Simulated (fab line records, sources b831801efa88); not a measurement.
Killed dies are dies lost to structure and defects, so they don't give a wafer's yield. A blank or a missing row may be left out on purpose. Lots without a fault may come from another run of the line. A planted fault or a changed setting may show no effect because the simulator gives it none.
Chamber matching | flow sky130 | SKY_VIA2_ETCH_15 on rie_diel-02: 4 sister chambers
The step etches SiO2 in C4F8/O2/Ar, stops on TiN, target depth 546 nm, time 84 s. 14 wafers are shown with their chamber, then 7 later ones without.

WAFERS WITH THEIR CHAMBER
wafer  | chamber | oes_product_au (a.u.)
L074.1 | 2       | 0.936
L074.5 | 2       | 0.939
L074.6 | 1       | 0.942
L075.4 | 3       | 0.936
L075.5 | 0       | 0.955
L075.6 | 3       | 0.938
L078.3 | 0       | 0.951
L078.4 | 1       | 0.935
L078.5 | 3       | 0.938
L084.1 | 0       | 0.931
L084.3 | 1       | 0.937
L084.6 | 3       | 0.939
L087.1 | 3       | 0.944
L087.3 | 2       | 0.941

SIGNATURES (means of the wafers above)
reading        | chamber 0 | chamber 1 | chamber 2 | chamber 3 | scatter within a chamber
oes_product_au | 0.94567   | 0.93800   | 0.93867   | 0.93900   | 0.00637
Rule: a wafer's distance from a chamber is the root of the sum, over the readings, of the square of ((its reading less the chamber's mean) divided by the reading's scatter). The wafer belongs to the nearest chamber; if the next one is less than 2 further off, it can't be placed. The scatter: the root of (the sum of the squares of (reading less its chamber's mean) over the shown wafers, divided by (wafers less chambers)).

WAFERS WITHOUT THEIR CHAMBER
wafer  | oes_product_au (a.u.)
L087.6 | 0.932
L091.1 | 0.940
L091.3 | 0.935
L091.5 | 0.943
L097.1 | 0.934
L097.4 | 0.941
L097.5 | 0.950

WHICH CHAMBER EACH WENT THROUGH
wafer  | from the rows above               | in truth
L087.6 | can't be placed: 1 or 2 or 3 or 0 | 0
L091.1 | can't be placed: 3 or 2 or 1 or 0 | 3
L091.3 | can't be placed: 1 or 2 or 3 or 0 | 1
L091.5 | can't be placed: 0 or 3 or 2 or 1 | 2
L097.1 | can't be placed: 1 or 2 or 3 or 0 | 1
L097.4 | can't be placed: 3 or 2 or 1 or 0 | 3
L097.5 | can't be placed: 0 or 3 or 2 or 1 | 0
Placed correctly: 0 of 7. Can't be placed from these rows: 7 (the true chamber is among the candidates in 7). Placed wrongly: 0.
